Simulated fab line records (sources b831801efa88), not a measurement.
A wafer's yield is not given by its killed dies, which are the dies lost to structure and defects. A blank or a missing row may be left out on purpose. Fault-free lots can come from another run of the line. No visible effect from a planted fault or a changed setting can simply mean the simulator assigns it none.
fab line records / flow gf180mcu / part 2 of 2: steps 28 to 40 of 40
record lots=5 wafers=15 last_day=34
route steps=602 shown PSD@263 SAB@264 SALICIDE@278 CONTACT@287
lots untouched by any fault: they come from a run of this same line in which no faults occurred
start_h: the number of hours between the record's first day and the start of the first shown wafer of the lot / wait_h: hours elapsed since this lot's preceding step / " repeats the value in the row above / L1.1+2: a row that stands for several wafers / - either no value or no given start / * or withheld: withheld / < > ~ a bound
route shown NAME@n: names a module that has steps shown in the file, with the first one's number in the route / usual: mean/standard deviation taken from wafers without a fault / same: alike in all rows / chamber/n: place in a boat / sites: the reading at each site / _std_site: the standard deviation of these / _edge_site: mean of outer sites minus mean of inner sites / radius_mm: for every site, how far away it sits from the centre of the wafer / mask NAME#n: copy n / behind: the most recent tool/chamber to have shaped the wafer / hold: what put the lot on hold/how long, in hours/how the hold closed / device: the n, p or np transistor that did not switch / end of line: the same wafers' tests at the end of the route / a step with no rows: only its recipe / killed: at the first sort, the dies lost to defects and structure; wafer yield is something else / map: shows each die of a wafer: x if killed, . if not, _ if none is there
set.NAME: the run value of the setting; set.NAME@STEP: its run value at that earlier step / model.NAME: the simulator's own value behind a step, which no gauge read
lots seen at some steps along the route; tables by step, rows by wafer
services: the hour from which a tool's chamber was out of use, counted from the record's first day as start_h (under 0 if before that day), plus the number of hours and why
## steps
# step GF_CONTACT_THK_MEAS_03
# recipe reads=SiO2_of_CONTACT_CVD_02
# usual CONTACT_CVD_02_THK=864/11
lot.wafer=L079.2 tool=film_metro-01 chamber=- start_h=384.73 wait_h=0.0 CONTACT_CVD_02_THK[nm]=849
lot.wafer=L079.5 tool=film_metro-01 chamber=- start_h=384.73 wait_h=0.0 CONTACT_CVD_02_THK[nm]=873
lot.wafer=L079.6 tool=film_metro-01 chamber=- start_h=384.73 wait_h=0.0 CONTACT_CVD_02_THK[nm]=852
lot.wafer=L081.1 tool=film_metro-03 chamber=- start_h=405.44 wait_h=0.0 CONTACT_CVD_02_THK[nm]=851
lot.wafer=L081.3 tool=film_metro-03 chamber=- start_h=405.44 wait_h=0.0 CONTACT_CVD_02_THK[nm]=869
lot.wafer=L081.6 tool=film_metro-03 chamber=- start_h=405.44 wait_h=0.0 CONTACT_CVD_02_THK[nm]=866
lot.wafer=L084.1 tool=film_metro-04 chamber=- start_h=430.77 wait_h=0.0 CONTACT_CVD_02_THK[nm]=861
lot.wafer=L084.2 tool=film_metro-04 chamber=- start_h=430.77 wait_h=0.0 CONTACT_CVD_02_THK[nm]=856
lot.wafer=L084.5 tool=film_metro-04 chamber=- start_h=430.77 wait_h=0.0 CONTACT_CVD_02_THK[nm]=867
lot.wafer=L085.4 tool=film_metro-01 chamber=- start_h=439.15 wait_h=0.0 CONTACT_CVD_02_THK[nm]=880
lot.wafer=L085.5 tool=film_metro-01 chamber=- start_h=439.15 wait_h=0.0 CONTACT_CVD_02_THK[nm]=881
lot.wafer=L085.6 tool=film_metro-01 chamber=- start_h=439.15 wait_h=0.0 CONTACT_CVD_02_THK[nm]=872
lot.wafer=L097.1 tool=film_metro-03 chamber=- start_h=542.79 wait_h=0.0 CONTACT_CVD_02_THK[nm]=848
lot.wafer=L097.4 tool=film_metro-03 chamber=- start_h=542.79 wait_h=0.0 CONTACT_CVD_02_THK[nm]=858
lot.wafer=L097.5 tool=film_metro-03 chamber=- start_h=542.79 wait_h=0.0 CONTACT_CVD_02_THK[nm]=861
# step GF_CONTACT_CMP_04
# recipe material=SiO2 down_force_psi=4 platen_rpm=60 pad_velocity_m_s=0.94248
# usual motor_current_A=11.8/1.2 slurry_filter_dp_kPa=13.50/0.13 time_to_endpoint_s=118/5.9
lot.wafer=L079.2 tool=cmp-01 chamber=1 start_h=384.88 wait_h=0.1 motor_current_A=13.0 slurry_filter_dp_kPa=13.60 time_to_endpoint_s=118
lot.wafer=L079.6 tool=cmp-01 chamber=3 start_h=384.88 wait_h=0.1 motor_current_A=12.9 slurry_filter_dp_kPa=13.28 time_to_endpoint_s=115
lot.wafer=L079.5 tool=cmp-01 chamber=0 start_h=384.88 wait_h=0.1 motor_current_A=11.3 slurry_filter_dp_kPa=13.60 time_to_endpoint_s=125
lot.wafer=L081.3 tool=cmp-01 chamber=1 start_h=405.60 wait_h=0.1 motor_current_A=13.1 slurry_filter_dp_kPa=13.52 time_to_endpoint_s=116
lot.wafer=L081.1 tool=cmp-01 chamber=2 start_h=405.60 wait_h=0.1 motor_current_A=12.0 slurry_filter_dp_kPa=13.44 time_to_endpoint_s=115
lot.wafer=L081.6 tool=cmp-01 chamber=3 start_h=405.60 wait_h=0.1 motor_current_A=13.4 slurry_filter_dp_kPa=13.64 time_to_endpoint_s=117
lot.wafer=L084.1 tool=cmp-02 chamber=0 start_h=430.83 wait_h=0.1 motor_current_A=11.4 slurry_filter_dp_kPa=13.38 time_to_endpoint_s=121
lot.wafer=L084.2 tool=cmp-02 chamber=1 start_h=430.83 wait_h=0.1 motor_current_A=10.1 slurry_filter_dp_kPa=13.66 time_to_endpoint_s=109
lot.wafer=L084.5 tool=cmp-02 chamber=1 start_h=430.83 wait_h=0.1 motor_current_A=10.0 slurry_filter_dp_kPa=13.44 time_to_endpoint_s=112
lot.wafer=L085.4 tool=cmp-01 chamber=3 start_h=439.18 wait_h=0.0 motor_current_A=14.0 slurry_filter_dp_kPa=13.69 time_to_endpoint_s=124
lot.wafer=L085.6 tool=cmp-01 chamber=3 start_h=439.18 wait_h=0.0 motor_current_A=12.7 slurry_filter_dp_kPa=13.54 time_to_endpoint_s=121
lot.wafer=L085.5 tool=cmp-01 chamber=0 start_h=439.18 wait_h=0.0 motor_current_A=10.9 slurry_filter_dp_kPa=13.35 time_to_endpoint_s=132
lot.wafer=L097.1 tool=cmp-02 chamber=0 start_h=542.90 wait_h=0.1 motor_current_A=11.1 slurry_filter_dp_kPa=13.52 time_to_endpoint_s=110
lot.wafer=L097.4 tool=cmp-02 chamber=1 start_h=542.90 wait_h=0.1 motor_current_A=9.7 slurry_filter_dp_kPa=13.43 time_to_endpoint_s=107
lot.wafer=L097.5 tool=cmp-02 chamber=3 start_h=542.90 wait_h=0.1 motor_current_A=10.2 slurry_filter_dp_kPa=13.36 time_to_endpoint_s=117
# step GF_CONTACT_BOW_MEAS_05
# recipe mode=bow
# usual CONTACT_BOW=65/6.5
lot.wafer=L079.2 tool=film_metro-01 chamber=- start_h=385.10 wait_h=0.2 CONTACT_BOW[um]=73
lot.wafer=L079.5 tool=film_metro-01 chamber=- start_h=385.10 wait_h=0.2 CONTACT_BOW[um]=59
lot.wafer=L079.6 tool=film_metro-01 chamber=- start_h=385.10 wait_h=0.2 CONTACT_BOW[um]=62
lot.wafer=L081.1 tool=film_metro-04 chamber=- start_h=405.80 wait_h=0.1 CONTACT_BOW[um]=69
lot.wafer=L081.3 tool=film_metro-04 chamber=- start_h=405.80 wait_h=0.1 CONTACT_BOW[um]=76
lot.wafer=L081.6 tool=film_metro-04 chamber=- start_h=405.80 wait_h=0.1 CONTACT_BOW[um]=61
lot.wafer=L084.1 tool=film_metro-01 chamber=- start_h=431.13 wait_h=0.2 CONTACT_BOW[um]=69
lot.wafer=L084.2 tool=film_metro-01 chamber=- start_h=431.13 wait_h=0.2 CONTACT_BOW[um]=64
lot.wafer=L084.5 tool=film_metro-01 chamber=- start_h=431.13 wait_h=0.2 CONTACT_BOW[um]=59
lot.wafer=L085.4 tool=film_metro-03 chamber=- start_h=439.54 wait_h=0.3 CONTACT_BOW[um]=68
lot.wafer=L085.5 tool=film_metro-03 chamber=- start_h=439.54 wait_h=0.3 CONTACT_BOW[um]=72
lot.wafer=L085.6 tool=film_metro-03 chamber=- start_h=439.54 wait_h=0.3 CONTACT_BOW[um]=53
lot.wafer=L097.1 tool=film_metro-04 chamber=- start_h=543.15 wait_h=0.2 CONTACT_BOW[um]=65
lot.wafer=L097.4 tool=film_metro-04 chamber=- start_h=543.15 wait_h=0.2 CONTACT_BOW[um]=58
lot.wafer=L097.5 tool=film_metro-04 chamber=- start_h=543.15 wait_h=0.2 CONTACT_BOW[um]=70
# step GF_CONTACT_DEHYDRATE_06
# recipe temp_c=200 time_s=60
lot.wafer=L079.2+5+6 tool=litho_track-01 chamber=0 start_h=395.87 wait_h=10.7
lot.wafer=L081.1+3+6 tool=litho_track-01 chamber=0 start_h=416.85 wait_h=11.0
lot.wafer=L084.1+2+5 tool=litho_track-03 chamber=0 start_h=442.44 wait_h=11.3
lot.wafer=L085.4+5+6 tool=litho_track-03 chamber=0 start_h=451.17 wait_h=11.6
lot.wafer=L097.1+4+5 tool=litho_track-03 chamber=0 start_h=553.94 wait_h=10.8
# step GF_CONTACT_HMDS_07
# recipe prime_time_s=60 prime_temp_c=120
lot.wafer=L079.2+5+6 tool=litho_track-01 chamber=0 start_h=396.02 wait_h=0.1
lot.wafer=L081.1+3+6 tool=litho_track-01 chamber=0 start_h=417.00 wait_h=0.1
lot.wafer=L084.1+2+5 tool=litho_track-03 chamber=0 start_h=442.59 wait_h=0.1
lot.wafer=L085.4+5+6 tool=litho_track-03 chamber=0 start_h=451.32 wait_h=0.1
lot.wafer=L097.1+4+5 tool=litho_track-03 chamber=0 start_h=554.09 wait_h=0.1
# step GF_CONTACT_COAT_08
# recipe resist=BARC temp_c=withheld time_s=withheld spin_rpm=withheld resist_thk_nm=withheld
# usual dispense_pressure_kPa=51.6/1.2
lot.wafer=L079.2 tool=litho_track-01 chamber=0 start_h=396.17 wait_h=0.1 dispense_pressure_kPa=50.4
lot.wafer=L079.5 tool=litho_track-01 chamber=0 start_h=396.17 wait_h=0.1 dispense_pressure_kPa=50.5
lot.wafer=L079.6 tool=litho_track-01 chamber=0 start_h=396.17 wait_h=0.1 dispense_pressure_kPa=50.5
lot.wafer=L081.1 tool=litho_track-01 chamber=0 start_h=417.15 wait_h=0.1 dispense_pressure_kPa=50.5
lot.wafer=L081.3 tool=litho_track-01 chamber=0 start_h=417.15 wait_h=0.1 dispense_pressure_kPa=50.4
lot.wafer=L081.6 tool=litho_track-01 chamber=0 start_h=417.15 wait_h=0.1 dispense_pressure_kPa=50.5
lot.wafer=L084.1 tool=litho_track-03 chamber=0 start_h=442.74 wait_h=0.1 dispense_pressure_kPa=53.1
lot.wafer=L084.2 tool=litho_track-03 chamber=0 start_h=442.74 wait_h=0.1 dispense_pressure_kPa=53.0
lot.wafer=L084.5 tool=litho_track-03 chamber=0 start_h=442.74 wait_h=0.1 dispense_pressure_kPa=53.0
lot.wafer=L085.4 tool=litho_track-03 chamber=0 start_h=451.47 wait_h=0.1 dispense_pressure_kPa=53.0
lot.wafer=L085.5 tool=litho_track-03 chamber=0 start_h=451.47 wait_h=0.1 dispense_pressure_kPa=53.0
lot.wafer=L085.6 tool=litho_track-03 chamber=0 start_h=451.47 wait_h=0.1 dispense_pressure_kPa=53.0
lot.wafer=L097.1 tool=litho_track-03 chamber=0 start_h=554.24 wait_h=0.1 dispense_pressure_kPa=53.0
lot.wafer=L097.4 tool=litho_track-03 chamber=0 start_h=554.24 wait_h=0.1 dispense_pressure_kPa=53.0
lot.wafer=L097.5 tool=litho_track-03 chamber=0 start_h=554.24 wait_h=0.1 dispense_pressure_kPa=53.0
# step GF_CONTACT_COAT_09
# recipe resist=KrF spin_rpm=withheld resist_thk_nm=1000
# usual dispense_pressure_kPa=51.6/1.2
lot.wafer=L079.2 tool=litho_track-01 chamber=0 start_h=- wait_h=- dispense_pressure_kPa=50.5
lot.wafer=L079.5 tool=litho_track-01 chamber=0 start_h=- wait_h=- dispense_pressure_kPa=50.4
lot.wafer=L079.6 tool=litho_track-01 chamber=0 start_h=- wait_h=- dispense_pressure_kPa=50.5
lot.wafer=L081.1 tool=litho_track-01 chamber=0 start_h=- wait_h=- dispense_pressure_kPa=50.4
lot.wafer=L081.3 tool=litho_track-01 chamber=0 start_h=- wait_h=- dispense_pressure_kPa=50.4
lot.wafer=L081.6 tool=litho_track-01 chamber=0 start_h=- wait_h=- dispense_pressure_kPa=50.4
lot.wafer=L084.1 tool=litho_track-03 chamber=0 start_h=- wait_h=- dispense_pressure_kPa=53.0
lot.wafer=L084.2 tool=litho_track-03 chamber=0 start_h=- wait_h=- dispense_pressure_kPa=53.0
lot.wafer=L084.5 tool=litho_track-03 chamber=0 start_h=- wait_h=- dispense_pressure_kPa=53.0
lot.wafer=L085.4 tool=litho_track-03 chamber=0 start_h=- wait_h=- dispense_pressure_kPa=53.0
lot.wafer=L085.5 tool=litho_track-03 chamber=0 start_h=- wait_h=- dispense_pressure_kPa=53.0
lot.wafer=L085.6 tool=litho_track-03 chamber=0 start_h=- wait_h=- dispense_pressure_kPa=53.1
lot.wafer=L097.1 tool=litho_track-03 chamber=0 start_h=- wait_h=- dispense_pressure_kPa=53.0
lot.wafer=L097.4 tool=litho_track-03 chamber=0 start_h=- wait_h=- dispense_pressure_kPa=53.0
lot.wafer=L097.5 tool=litho_track-03 chamber=0 start_h=- wait_h=- dispense_pressure_kPa=53.0
# step GF_CONTACT_SOFTBAKE_10
# recipe temp_c=130 time_s=60 resist=KrF
lot.wafer=L079.2+5+6 tool=litho_track-01 chamber=0 start_h=- wait_h=-
lot.wafer=L081.1+3+6 tool=litho_track-01 chamber=0 start_h=- wait_h=-
lot.wafer=L084.1+2+5 tool=litho_track-03 chamber=0 start_h=- wait_h=-
lot.wafer=L085.4+5+6 tool=litho_track-03 chamber=0 start_h=- wait_h=-
lot.wafer=L097.1+4+5 tool=litho_track-03 chamber=0 start_h=- wait_h=-
# step GF_CONTACT_EXPOSE_11
# recipe mask_id=Contact target_cd_nm=220 na=0.68 source_shape=conventional sigma_outer=0.6 dose_mj=38
lot.wafer=L079.2+5+6 tool=krf_scanner-01 chamber=0 start_h=- wait_h=- mask=Contact#0
lot.wafer=L081.1+3+6 tool=krf_scanner-01 chamber=0 start_h=- wait_h=- mask=Contact#0
lot.wafer=L084.1+2+5 tool=krf_scanner-01 chamber=0 start_h=- wait_h=- mask=Contact#0
lot.wafer=L085.4+5+6 tool=krf_scanner-02 chamber=0 start_h=- wait_h=- mask=Contact#0
lot.wafer=L097.1+4+5 tool=krf_scanner-02 chamber=0 start_h=- wait_h=- mask=Contact#0
# step GF_CONTACT_PEB_12
# recipe peb_temp_c=135 peb_time_s=90 resist=KrF
lot.wafer=L079.2+5+6 tool=litho_track-03 chamber=0 start_h=- wait_h=-
lot.wafer=L081.1+3+6 tool=litho_track-03 chamber=0 start_h=- wait_h=-
lot.wafer=L084.1+2+5 tool=litho_track-02 chamber=0 start_h=- wait_h=-
lot.wafer=L085.4+5+6 tool=litho_track-03 chamber=0 start_h=- wait_h=-
lot.wafer=L097.1+4+5 tool=litho_track-03 chamber=0 start_h=- wait_h=-
# step GF_CONTACT_DEVELOP_13
# recipe develop_time_s=60 resist=KrF dev_temp_c=21
# usual developer_temp_C=20.99/0.099
lot.wafer=L079.2 tool=litho_track-03 chamber=0 start_h=408.22 wait_h=0.2 developer_temp_C=20.99
lot.wafer=L079.5 tool=litho_track-03 chamber=0 start_h=408.22 wait_h=0.2 developer_temp_C=21.21
lot.wafer=L079.6 tool=litho_track-03 chamber=0 start_h=408.22 wait_h=0.2 developer_temp_C=21.04
lot.wafer=L081.1 tool=litho_track-03 chamber=0 start_h=429.34 wait_h=0.2 developer_temp_C=20.81
lot.wafer=L081.3 tool=litho_track-03 chamber=0 start_h=429.34 wait_h=0.2 developer_temp_C=20.98
lot.wafer=L081.6 tool=litho_track-03 chamber=0 start_h=429.34 wait_h=0.2 developer_temp_C=21.03
lot.wafer=L084.1 tool=litho_track-02 chamber=0 start_h=454.96 wait_h=0.2 developer_temp_C=21.05
lot.wafer=L084.2 tool=litho_track-02 chamber=0 start_h=454.96 wait_h=0.2 developer_temp_C=20.89
lot.wafer=L084.5 tool=litho_track-02 chamber=0 start_h=454.96 wait_h=0.2 developer_temp_C=20.95
lot.wafer=L085.4 tool=litho_track-03 chamber=0 start_h=464.27 wait_h=0.1 developer_temp_C=20.95
lot.wafer=L085.5 tool=litho_track-03 chamber=0 start_h=464.27 wait_h=0.1 developer_temp_C=21.01
lot.wafer=L085.6 tool=litho_track-03 chamber=0 start_h=464.27 wait_h=0.1 developer_temp_C=21.19
lot.wafer=L097.1 tool=litho_track-03 chamber=0 start_h=565.29 wait_h=0.2 developer_temp_C=21.08
lot.wafer=L097.4 tool=litho_track-03 chamber=0 start_h=565.29 wait_h=0.2 developer_temp_C=20.90
lot.wafer=L097.5 tool=litho_track-03 chamber=0 start_h=565.29 wait_h=0.2 developer_temp_C=21.07
# step GF_CONTACT_CD_MEAS_14
# recipe target_cd_nm=220
# usual cd_nm=219.9/1.3
lot.wafer=L079.2 tool=cd_sem-01 chamber=- start_h=408.36 wait_h=0.1 cd_nm=219.3
lot.wafer=L079.5 tool=cd_sem-01 chamber=- start_h=408.36 wait_h=0.1 cd_nm=218.2
lot.wafer=L079.6 tool=cd_sem-01 chamber=- start_h=408.36 wait_h=0.1 cd_nm=219.3
lot.wafer=L081.1 tool=cd_sem-02 chamber=- start_h=429.49 wait_h=0.1 cd_nm=222.1
lot.wafer=L081.3 tool=cd_sem-02 chamber=- start_h=429.49 wait_h=0.1 cd_nm=220.3
lot.wafer=L081.6 tool=cd_sem-02 chamber=- start_h=429.49 wait_h=0.1 cd_nm=221.6
lot.wafer=L084.1 tool=cd_sem-01 chamber=- start_h=455.11 wait_h=0.1 cd_nm=220.1
lot.wafer=L084.2 tool=cd_sem-01 chamber=- start_h=455.11 wait_h=0.1 cd_nm=220.6
lot.wafer=L084.5 tool=cd_sem-01 chamber=- start_h=455.11 wait_h=0.1 cd_nm=219.3
lot.wafer=L085.4 tool=cd_sem-01 chamber=- start_h=464.40 wait_h=0.1 cd_nm=219.5
lot.wafer=L085.5 tool=cd_sem-01 chamber=- start_h=464.40 wait_h=0.1 cd_nm=217.7
lot.wafer=L085.6 tool=cd_sem-01 chamber=- start_h=464.40 wait_h=0.1 cd_nm=216.6
lot.wafer=L097.1 tool=cd_sem-02 chamber=- start_h=565.50 wait_h=0.2 cd_nm=221.1
lot.wafer=L097.4 tool=cd_sem-02 chamber=- start_h=565.50 wait_h=0.2 cd_nm=218.7
lot.wafer=L097.5 tool=cd_sem-02 chamber=- start_h=565.50 wait_h=0.2 cd_nm=220.2
# step GF_CONTACT_OVL_MEAS_15
# usual CONTACT_OVL=0/5.5
lot.wafer=L079.2 tool=overlay-01 chamber=- start_h=408.47 wait_h=0.1 CONTACT_OVL[nm]=5
lot.wafer=L079.5 tool=overlay-01 chamber=- start_h=408.47 wait_h=0.1 CONTACT_OVL[nm]=-1
lot.wafer=L079.6 tool=overlay-01 chamber=- start_h=408.47 wait_h=0.1 CONTACT_OVL[nm]=1
lot.wafer=L081.1 tool=overlay-02 chamber=- start_h=429.61 wait_h=0.1 CONTACT_OVL[nm]=-4
lot.wafer=L081.3 tool=overlay-02 chamber=- start_h=429.61 wait_h=0.1 CONTACT_OVL[nm]=-8
lot.wafer=L081.6 tool=overlay-02 chamber=- start_h=429.61 wait_h=0.1 CONTACT_OVL[nm]=-1
lot.wafer=L084.1 tool=overlay-02 chamber=- start_h=455.23 wait_h=0.1 CONTACT_OVL[nm]=-6
lot.wafer=L084.2 tool=overlay-02 chamber=- start_h=455.23 wait_h=0.1 CONTACT_OVL[nm]=3
lot.wafer=L084.5 tool=overlay-02 chamber=- start_h=455.23 wait_h=0.1 CONTACT_OVL[nm]=-8
lot.wafer=L085.4 tool=overlay-02 chamber=- start_h=464.48 wait_h=0.1 CONTACT_OVL[nm]=3
lot.wafer=L085.5 tool=overlay-02 chamber=- start_h=464.48 wait_h=0.1 CONTACT_OVL[nm]=6
lot.wafer=L085.6 tool=overlay-02 chamber=- start_h=464.48 wait_h=0.1 CONTACT_OVL[nm]=3
lot.wafer=L097.1 tool=overlay-02 chamber=- start_h=565.62 wait_h=0.1 CONTACT_OVL[nm]=-7
lot.wafer=L097.4 tool=overlay-02 chamber=- start_h=565.62 wait_h=0.1 CONTACT_OVL[nm]=-3
lot.wafer=L097.5 tool=overlay-02 chamber=- start_h=565.62 wait_h=0.1 CONTACT_OVL[nm]=-8
## services
tool=hdpcvd-01 chamber=1 start_h=339.93 hours=8.6 kind=repair
tool=iline_stepper-01 chamber=- start_h=340.43 hours=4.4 kind=pm
tool=krf_scanner-01 chamber=- start_h=348.56 hours=4.0 kind=pm
tool=krf_scanner-01 chamber=- start_h=356.83 hours=0.5 kind=repair
tool=cmp-01 chamber=- start_h=371.05 hours=3.3 kind=pm
tool=pecvd-01 chamber=- start_h=382.73 hours=0.6 kind=repair
tool=rie_diel-03 chamber=- start_h=388.63 hours=2.8 kind=pm
tool=pecvd-01 chamber=- start_h=390.02 hours=1.2 kind=repair
tool=pvd_sputter-01 chamber=- start_h=391.92 hours=4.0 kind=repair
tool=cmp-01 chamber=- start_h=407.97 hours=1.0 kind=repair
tool=iline_stepper-01 chamber=- start_h=421.54 hours=2.9 kind=repair
tool=iline_stepper-01 chamber=- start_h=425.93 hours=1.7 kind=pm
tool=hdpcvd-01 chamber=- start_h=435.37 hours=2.9 kind=repair
tool=iline_stepper-01 chamber=- start_h=441.81 hours=11.5 kind=repair
tool=krf_scanner-01 chamber=- start_h=456.44 hours=0.4 kind=repair
tool=hdpcvd-01 chamber=2 start_h=460.34 hours=3.9 kind=repair
tool=rtp_anneal-01 chamber=- start_h=460.41 hours=60.2 kind=pm
tool=krf_scanner-01 chamber=- start_h=478.08 hours=1.0 kind=pm
tool=krf_scanner-01 chamber=- start_h=480.09 hours=1.3 kind=pm
tool=krf_scanner-01 chamber=- start_h=485.71 hours=0.8 kind=pm
tool=iline_stepper-01 chamber=- start_h=489.92 hours=9.2 kind=repair
tool=cmp-01 chamber=- start_h=502.62 hours=1.7 kind=repair
tool=pecvd-02 chamber=2 start_h=502.97 hours=5.1 kind=repair
tool=pvd_sputter-01 chamber=- start_h=523.33 hours=1.2 kind=repair
